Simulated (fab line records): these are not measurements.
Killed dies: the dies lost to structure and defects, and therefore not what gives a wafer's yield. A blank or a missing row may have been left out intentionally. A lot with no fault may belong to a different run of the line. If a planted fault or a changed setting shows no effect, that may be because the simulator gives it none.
A lot that was struck, set against a sound lot    flow sky130    15 steps out of a route of 708
Sound: these wafers, L558.3, L558.4, L558.5. Struck: wafer L565.4 (L565.2, L565.3, from the same lot, were not struck and are left out); the cause is given at the end.
Order at every step that has rows: each side's tool, ch and its chambers, its first start. Under that, the readings that differ: sound wafers    struck wafers    difference of the means    sigmas: that difference in standard deviations of wafers without a fault.
alike: a reading whose means differ by less than 2 such deviations, as well as words and numbers matching on both sides. not compared: withheld readings; readings where some wafer has no value; bounds like >300 that might hide an equal value; numbers whose values overlap and for which the record gives no deviation.
A row with sigmas, a row that says differs or no value, or rows on one side alone: a step with any of these is where the two part. Non-overlapping numbers with no deviation appear without sigmas and do not part them. Lack of a reading on every wafer of one side parts them only where that side has two or more wafers.

first, 1 step without rows for these wafers: SKY_SONOS_TUNNEL_STRIP_11 (strips in SPM, time 600 s).
SKY_SONOS_TUNNEL_TW_MEAS_12:
  sound: filmMetro-04 at day 15 06:01; struck: filmMetro-01 at day 17 18:23
reading          sound              struck  difference  sigmas
SONOS_TUNNEL_TW  194.9 194.7 193.4  198.0   +3.7        +2
then, 2 steps without rows for these wafers: SKY_SONOS_TUNNEL_CLEAN_13 (cleans in dHF, time 20 s); SKY_SONOS_ONO_OXIDATION_00 (stabilise 600 s, purge 300 s, target thk 2.6 nm).
SKY_SONOS_ONO_THK_MEAS_01:
  sound: filmMetro-02 at day 15 07:26; struck: filmMetro-01 at day 17 20:31
  alike: SONOS_ONO_OXIDATION_THK
then, 1 step without rows for these wafers: SKY_SONOS_ONO_CVD_02 (deposits Si3N4 from DCS/NH3, target thk 10.5 nm, time 180 s).
SKY_SONOS_ONO_THK_MEAS_03:
  sound: filmMetro-01 at day 15 10:57; struck: filmMetro-01 at day 17 23:47
  alike: SONOS_ONO_CVD_02_THK
then, 1 step without rows for these wafers: SKY_SONOS_ONO_CVD_04 (deposits SiO2 from SiH4/N2O, target thk 5.7199 nm).
SKY_SONOS_ONO_THK_MEAS_05:
  sound: filmMetro-02 at day 15 12:16; struck: filmMetro-04 at day 18 01:06
  alike: SONOS_ONO_CVD_04_THK
then, 3 steps without rows for these wafers: SKY_SONOS_ONO_DEHYDRATE_06 (time 60 s); SKY_SONOS_ONO_HMDS_07 (prime time 60 s); SKY_SONOS_ONO_COAT_08 (resist thk 1140 nm).
SKY_SONOS_ONO_SOFTBAKE_09: time 60 s.
  sound on lithoTrack-01 ch 0, day 16 02:10; struck on lithoTrack-03 ch 0, day 18 15:41
reading                sound              struck  difference  sigmas
heaterPowerTotalW (W)  56.58 56.62 56.61  58.86   +2.26       +52
runLengthS (s)         89.06 89.16 89.04  82.35   -6.74       -45
then, 1 step without rows for these wafers: SKY_SONOS_ONO_EXPOSE_10 (exposes mask ONOM, target cd 410 nm).
-- the record jumps here: 32 days lie between the struck wafers' starts before and after (it left off in module SONOS_ONO and takes up again in module PAD_OPEN, whose first step shown is number 708 of the route) --
SKY_PAD_OPEN_PROBE_99:
  sound: prober-01 at day 48 18:50; struck: prober-01 at day 50 07:47
reading          sound  struck  difference  sigmas
killed_at_M4_up  3 1 6  10      +7          +3
  alike: killed_at_M0_to_M3, killedAtContacts, killedAtFrontEnd, killedAtOther, killedDies, killedOpen, killedShort

WHERE THEY PART
First at SKY_SONOS_TUNNEL_TW_MEAS_12; last, within this record, at SKY_PAD_OPEN_PROBE_99.

WHY: whatever the simulator had introduced
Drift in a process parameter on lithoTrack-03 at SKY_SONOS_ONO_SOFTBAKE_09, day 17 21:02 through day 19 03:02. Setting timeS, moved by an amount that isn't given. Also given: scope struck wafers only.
